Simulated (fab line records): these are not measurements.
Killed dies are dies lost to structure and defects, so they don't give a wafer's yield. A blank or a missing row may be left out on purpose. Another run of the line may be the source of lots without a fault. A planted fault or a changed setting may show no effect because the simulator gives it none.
What tool caused it? / flow sky130 / 36 wafers from 12 lots sampled at 4 of the route's 708 steps

## WHAT THE GAUGES SHOWED, per wafer
SKY_LI_CONTACT_RS_MEAS_22: the measuring method here is four-point-probe.
lot=L075; measured=day 29 09:35; on=film metro-03; LI_CONTACT_W_RS (ohm/sq)=0.2815 0.2792 0.2815
lot=L077; measured=day 30 10:10; on=film metro-04; LI_CONTACT_W_RS (ohm/sq)=0.2889 0.2886 0.2900
lot=L079; measured=day 31 00:31; on=film metro-04; LI_CONTACT_W_RS (ohm/sq)=0.2816 0.2832 0.2848
lot=L081; measured=day 31 19:07; on=film metro-03; LI_CONTACT_W_RS (ohm/sq)=0.2815 0.2801 0.2816
lot=L083; measured=day 32 15:56; on=film metro-04; LI_CONTACT_W_RS (ohm/sq)=0.2813 0.2840 0.2885
lot=L085; measured=day 33 01:11; on=film metro-04; LI_CONTACT_W_RS (ohm/sq)=0.2870 0.2891 0.2855
lot=L087; measured=day 33 23:25; on=film metro-01; LI_CONTACT_W_RS (ohm/sq)=0.2779 0.2820 0.2850
lot=L088; measured=day 34 11:04; on=film metro-04; LI_CONTACT_W_RS (ohm/sq)=0.2859 0.2858 0.2833
lot=L091; measured=day 34 17:05; on=film metro-04; LI_CONTACT_W_RS (ohm/sq)=0.2858 0.2906 0.2854
lot=L093; measured=day 35 11:24; on=film metro-01; LI_CONTACT_W_RS (ohm/sq)=0.2833 0.2844 0.2836
lot=L095; measured=day 36 03:20; on=film metro-01; LI_CONTACT_W_RS (ohm/sq)=0.2886 0.2830 0.2859
lot=L097; measured=day 36 12:44; on=film metro-04; LI_CONTACT_W_RS (ohm/sq)=0.2883 0.2861 0.2853

## TOOL THAT RAN EACH LOT (tool first, then ch and the chambers of the sampled wafers, then the start)
lot=L075; SKY_SD_P_STRIP_10=plasma asher-02 ch 0,1, day 25 17:12; SKY_RES_XHIGH_STRIP_08=plasma asher-02 ch 0,1, day 26 21:37; SKY_LI_CONTACT_CVD_21=cvd w-02 ch 0,1, day 29 09:28
lot=L077; SKY_SD_P_STRIP_10=plasma asher-02 ch 0,1, day 26 17:24; SKY_RES_XHIGH_STRIP_08=plasma asher-03 ch 0,1, day 27 22:07; SKY_LI_CONTACT_CVD_21=cvd w-01 ch 0, day 30 09:56
lot=L079; SKY_SD_P_STRIP_10=plasma asher-03 ch 0,1, day 27 09:47; SKY_RES_XHIGH_STRIP_08=plasma asher-02 ch 1, day 28 14:31; SKY_LI_CONTACT_CVD_21=cvd w-01 ch 1, day 31 00:23
lot=L081; SKY_SD_P_STRIP_10=plasma asher-04 ch 0,1, day 28 04:05; SKY_RES_XHIGH_STRIP_08=plasma asher-01 ch 1, day 29 08:58; SKY_LI_CONTACT_CVD_21=cvd w-01 ch 0,1, day 31 18:58
lot=L083; SKY_SD_P_STRIP_10=plasma asher-04 ch 0,1, day 29 01:50; SKY_RES_XHIGH_STRIP_08=plasma asher-03 ch 0,1, day 30 06:22; SKY_LI_CONTACT_CVD_21=cvd w-01 ch 0,1, day 32 15:49
lot=L085; SKY_SD_P_STRIP_10=plasma asher-02 ch 0,1, day 29 10:18; SKY_RES_XHIGH_STRIP_08=plasma asher-01 ch 0,1, day 30 14:52; SKY_LI_CONTACT_CVD_21=cvd w-01 ch 0,1, day 33 01:02
lot=L087; SKY_SD_P_STRIP_10=plasma asher-04 ch 0,1, day 30 11:21; SKY_RES_XHIGH_STRIP_08=plasma asher-01 ch 0,1, day 31 15:13; SKY_LI_CONTACT_CVD_21=cvd w-02 ch 0,1, day 33 23:16
lot=L088; SKY_SD_P_STRIP_10=plasma asher-02 ch 0,1, day 30 23:00; SKY_RES_XHIGH_STRIP_08=plasma asher-03 ch 0,1, day 32 02:58; SKY_LI_CONTACT_CVD_21=cvd w-01 ch 0,1, day 34 10:56
lot=L091; SKY_SD_P_STRIP_10=plasma asher-04 ch 0,1, day 31 07:44; SKY_RES_XHIGH_STRIP_08=plasma asher-03 ch 0,1, day 32 10:04; SKY_LI_CONTACT_CVD_21=cvd w-01 ch 0,1, day 34 16:57
lot=L093; SKY_SD_P_STRIP_10=plasma asher-02 ch 0,1, day 31 23:27; SKY_RES_XHIGH_STRIP_08=plasma asher-03 ch 0,1, day 33 02:46; SKY_LI_CONTACT_CVD_21=cvd w-02 ch 0,1, day 35 11:15
lot=L095; SKY_SD_P_STRIP_10=plasma asher-03 ch 0,1, day 32 16:38; SKY_RES_XHIGH_STRIP_08=plasma asher-02 ch 0,1, day 33 19:28; SKY_LI_CONTACT_CVD_21=cvd w-01 ch 0,1, day 36 03:13
lot=L097; SKY_SD_P_STRIP_10=plasma asher-04 ch 0, day 33 02:26; SKY_RES_XHIGH_STRIP_08=plasma asher-02 ch 0, day 34 05:13; SKY_LI_CONTACT_CVD_21=cvd w-02 ch 0,1, day 36 12:37
- SKY_SD_P_STRIP_10: strips in O2/N2.
- SKY_RES_XHIGH_STRIP_08: strips in O2/N2.
- SKY_LI_CONTACT_CVD_21: deposits W, target thk 400 nm, time 120.56 s.

## THE ANSWER, worked out from the rows above alone
Rule: what is usual is taken from the lots themselves. Put in order of their means at a reading, lots are off if they are a third of the lots or fewer, leave a main group of 4 or more, and stand apart from it by a gap of 3 or more times the standard deviation of the main group's means; of several such gaps the widest counts. If all means in a main group match to the digits the tables above print for the reading, that group is not used. Also off: a lot with no number at a reading for which 4 or more lots have one. Any other lot the step has rows for is counted as sound.
No lot is off at any reading shown: from this, nothing can be told.

## WHAT THE SIMULATOR HAD INSERTED
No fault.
